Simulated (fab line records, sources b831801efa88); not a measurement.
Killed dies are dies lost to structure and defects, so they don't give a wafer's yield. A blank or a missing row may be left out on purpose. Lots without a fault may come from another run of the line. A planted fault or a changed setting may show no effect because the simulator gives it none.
fab line records | flow sfq_line
record lots=6 wafers=18 last_day=91
route steps=325 shown I5@232 C5@240
lots that met no fault: from a run of the same line without faults
start_h: hours from the record's first day to the start of the lot's first wafer shown | wait_h: hours since the lot's step before | " the same as in the row above | L1.1+2: a row that stands for several wafers | - no value, or no start given | * or withheld: withheld | < > ~ a bound
route shown NAME@n: a module of which the file shows steps, and the number in the route of the first | usual: mean/standard deviation of fault-free wafers | same: alike in all rows | chamber/n: place in a boat | sites: the reading at each site | _std_site: their standard deviation | _edge_site: outer sites' mean less inner sites' | radius_mm: how far each site lies from the wafer's centre | mask NAME#n: copy n | behind: the tool/chamber that last shaped the wafer | hold: why the lot was held/for how many hours/how that ended | device: the transistor (n, p or np) that didn't switch | end of line: the same wafers' tests at the end of the route | a step without rows: its recipe alone | killed: dies lost to structure and defects at the first sort, not the wafer's yield | map: a wafer's dies, x killed, . not, _ none there
set.NAME: the setting as run; set.NAME@STEP: as run at that earlier step | model.NAME: the simulator's own value behind a step, which no gauge read
lots at some steps of the route; a table a step, a row a wafer
services: from which hour (start_h, from the record's first day; less than 0 if before it) a tool's chamber was out of use, for how many hours, and why
## steps
# step SFQ_TRILAYER_I5_LITHO_EXPOSE_145
# recipe mask_id=I5 na=0.6 source_shape=conventional sigma_outer=0.65 target_cd_nm=700 dose_mj=21.3
# step SFQ_TRILAYER_I5_LITHO_PEB_147
# recipe peb_temp_c=115 peb_time_s=60 resist=KrF
# step SFQ_TRILAYER_I5_LITHO_DEVELOP_146
# recipe time_s=60 resist=KrF
# step SFQ_I5_OVL_MEAS_936
# usual I5_OVL=-2/4.5
# columns lot.wafer tool chamber start_h wait_h I5_OVL[nm]
L373.2 overlay-02 - 1603.43 0.1 -7
L373.3 " - " " -4
L373.6 " - " " -11
L379.2 overlay-01 - 1650.90 0.1 2
L379.4 " - " " 0
L379.6 " - " " 4
L384.1 overlay-01 - 1730.23 0.1 -7
L384.4 " - " " -9
L384.6 " - " " -5
L385.1 overlay-01 - 1877.85 0.1 0
L385.2 " - " " -5
L385.6 " - " " -1
L391.3 overlay-02 - 1894.66 0.1 -4
L391.4 " - " " 1
L391.6 " - " " -5
L393.2 overlay-02 - 1921.06 0.1 6
L393.3 " - " " 2
L393.4 " - " " 1
# step SFQ_TRILAYER_I5_BARC_OPEN_VIA_ETCH_200
# recipe mask_material=PR chemistry=O2 target_depth_nm=125 target=BARC source_w=500 bias_w=80 pressure_mtorr=30 time_s=41.7
# usual drypump_motor_current_A=5.9/0.32 oes_product_au=0.685/0.0045
# columns lot.wafer tool chamber start_h wait_h drypump_motor_current_A oes_product_au rf_hours_counter_h
L373.2 rie_diel-04 0 1603.46 0.0 6.0 0.688 18
L373.3 " 3 " " 5.3 0.692 0
L373.6 " 3 " " 5.3 0.684 -
L379.2 rie_diel-04 3 1650.93 0.0 5.4 0.690 1
L379.4 " 0 " " 6.0 0.677 19
L379.6 " 2 " " 6.0 0.686 -
L384.1 rie_diel-04 0 1730.26 0.0 6.0 0.690 1
L384.4 " 1 " " 5.9 0.681 11
L384.6 " 3 " " 5.4 0.690 -
L385.1 rie_diel-04 0 1877.89 0.0 6.0 0.690 2
L385.2 " 2 " " 6.0 0.682 1
L385.6 " 1 " " 6.0 0.683 -
L391.3 rie_diel-03 0 1894.69 0.0 6.5 0.682 0
L391.4 " 1 " " 6.0 0.678 16
L391.6 " 0 " " 6.4 0.685 -
L393.2 rie_diel-04 1 1921.09 0.0 6.0 0.679 13
L393.3 " 0 " " 6.0 0.687 2
L393.4 " 2 " " 6.0 0.679 1
# step SFQ_TRILAYER_I5_ETCH_VIA_ETCH_147
# recipe stop_on=Nb mask_material=PR chemistry=CHF3 target_depth_nm=360 source_w=500 bias_w=78.92 pressure_mtorr=30 time_s=withheld
# usual drypump_motor_current_A=5.9/0.32 oes_product_au=0.987/0.0064
# columns lot.wafer tool chamber start_h wait_h drypump_motor_current_A oes_product_au
L373.2 rie_diel-04 0 1603.50 0.0 6.0 0.987
L373.3 " 3 " " 5.3 0.982
L373.6 " 3 " " 5.3 0.987
L379.2 rie_diel-04 3 1650.97 0.0 5.3 0.993
L379.4 " 0 " " 6.0 0.987
L379.6 " 2 " " 6.0 0.992
L384.1 rie_diel-04 0 1730.30 0.0 6.0 0.993
L384.4 " 1 " " 6.0 0.981
L384.6 " 3 " " 5.4 0.989
L385.1 rie_diel-04 0 1877.93 0.0 6.0 0.989
L385.2 " 2 " " 6.0 0.988
L385.6 " 1 " " 6.0 0.984
L391.3 rie_diel-03 0 1894.73 0.0 6.4 0.989
L391.4 " 1 " " 6.0 0.990
L391.6 " 0 " " 6.4 0.990
L393.2 rie_diel-04 1 1921.13 0.0 6.0 0.981
L393.3 " 0 " " 6.0 0.987
L393.4 " 2 " " 6.0 0.995
# step SFQ_TRILAYER_I5_STRIP_STRIP_148
# recipe gas=O2 power_w=200 platen_temp_c=40 overash_fraction=0.65 chemistry=O2 pressure_mtorr=50
# usual drypump_motor_current_A=5.6/0.5 oes_product_au=0.998/0.0079
# columns lot.wafer tool chamber start_h wait_h drypump_motor_current_A oes_product_au rf_hours_counter_h
L373.2 rie_metal-02 0 1603.65 - 5.7 1.003 47
L373.3 " 0 " " 5.7 1.004 -
L373.6 " 1 " " 4.8 0.983 -
L379.2 rie_metal-03 1 1651.12 - 6.2 1.004 94
L379.4 " 0 " " 4.9 0.981 -
L379.6 " 1 " " 6.2 1.006 -
L384.1 rie_metal-03 0 1730.45 - 5.0 0.988 10
L384.4 " 1 " " 6.2 0.997 -
L384.6 " 1 " " 6.2 0.987 -
L385.1 rie_metal-03 1 1878.08 - 6.3 0.990 0
L385.2 " 0 " " 5.0 0.994 31
L385.6 " 1 " " 6.2 1.002 -
L391.3 rie_metal-01 1 1895.08 - 5.7 1.007 -
L391.4 " 0 " " 6.0 1.007 -
L391.6 " 1 " " 5.8 1.005 -
L393.2 rie_metal-03 1 1921.28 - 6.2 0.980 5
L393.3 " 0 " " 5.0 0.986 -
L393.4 " 1 " " 6.2 0.997 -
# step SFQ_TRILAYER_I5_STRIP_SOLV_CLEAN_149
# recipe chemistry=NMP temp_c=70 time_s=600
# step SFQ_TRILAYER_C5_LITHO_COAT_156
# recipe resist=BARC spin_rpm=3000 resist_thk_nm=62
# step SFQ_TRILAYER_C5_LITHO_COAT_151
# recipe resist=KrF spin_rpm=3000 resist_thk_nm=650
# step SFQ_TRILAYER_C5_LITHO_SOFTBAKE_155
# recipe temp_c=withheld time_s=withheld resist=KrF
# step SFQ_TRILAYER_C5_LITHO_EXPOSE_152
# recipe mask_id=C5 na=0.6 source_shape=conventional sigma_outer=0.65 target_cd_nm=500 dose_mj=21.3
# step SFQ_TRILAYER_C5_LITHO_PEB_154
# recipe peb_temp_c=115 peb_time_s=60 resist=KrF
# usual chill_plate_temp_C=23.00/0.12 exhaust_pa=45.0/1
# columns lot.wafer tool chamber start_h wait_h chill_plate_temp_C exhaust_pa
L373.2 litho_track-02 0 1711.82 0.8 22.85 44.5
L373.3 " 0 " " 22.82 45.0
L373.6 " 0 " " 22.86 44.7
L379.2 litho_track-03 0 1753.70 0.8 23.18 45.3
L379.4 " 0 " " 23.10 44.6
L379.6 " 0 " " 23.18 44.8
L384.1 litho_track-03 - 1813.60 1.0 - -
L384.4 " - " " - -
L384.6 " - " " - -
L385.1 litho_track-03 - 1883.70 1.0 - -
L385.2 " - " " - -
L385.6 " - " " - -
L391.3 litho_track-02 0 1900.98 0.7 22.90 43.7
L391.4 " 0 " " 22.98 44.4
L391.6 " 0 " " 22.94 44.2
L393.2 litho_track-01 0 1924.04 0.8 23.23 44.8
L393.3 " 0 " " 23.20 45.5
L393.4 " 0 " " 23.14 45.4
# step SFQ_TRILAYER_C5_LITHO_DEVELOP_153
# recipe time_s=60 resist=KrF
## services
# columns tool chamber start_h hours kind
rie_metal-03 - 1599.39 14.6 pm
rie_diel-04 - 1601.24 0.9 repair
rie_metal-03 0 1617.39 - clean
rie_metal-02 - 1637.81 14.6 pm
rie_diel-04 0 1658.46 - clean
rie_diel-04 0 1658.46 28.8 scheduled_down
rie_diel-04 0 1658.46 28.8 vent_cycle
rie_diel-03 3 1662.19 10.1 repair
rie_metal-03 - 1698.44 0.2 repair
rie_diel-03 2 1700.46 8.3 repair
rie_diel-04 2 1780.92 6.9 repair
rie_diel-04 2 1788.27 - clean
rie_diel-04 2 1788.27 9.9 scheduled_down
rie_diel-04 2 1788.27 9.9 vent_cycle
rie_metal-02 1 1800.65 2.3 repair
rie_diel-04 0 1828.87 4.4 repair
rie_diel-04 3 1834.04 7.3 repair
rie_diel-04 1 1860.71 6.5 repair
rie_diel-03 0 1861.94 2.6 repair
rie_metal-03 1 1899.33 17.5 repair
rie_metal-03 - 1906.27 1.4 repair
rie_diel-04 3 1908.10 6.1 repair
rie_diel-04 2 1912.14 6.4 repair
rie_metal-02 1 1918.13 18.0 repair
## key
first_sign step=SFQ_TRILAYER_C5_LITHO_PEB_154 reading=tool_record direction=missing
effect none on later readings
met_at SFQ_TRILAYER_C5_LITHO_PEB_154
struck_wafers L384.1,L384.4,L384.6,L385.1,L385.2,L385.6
onset_between 1753.70 1813.60
fault kind=skipped_step_whole tool=litho_track-03 chamber=- onset_h=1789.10 steps=SFQ_TRILAYER_C5_LITHO_PEB_154 scope=struck_lots_only
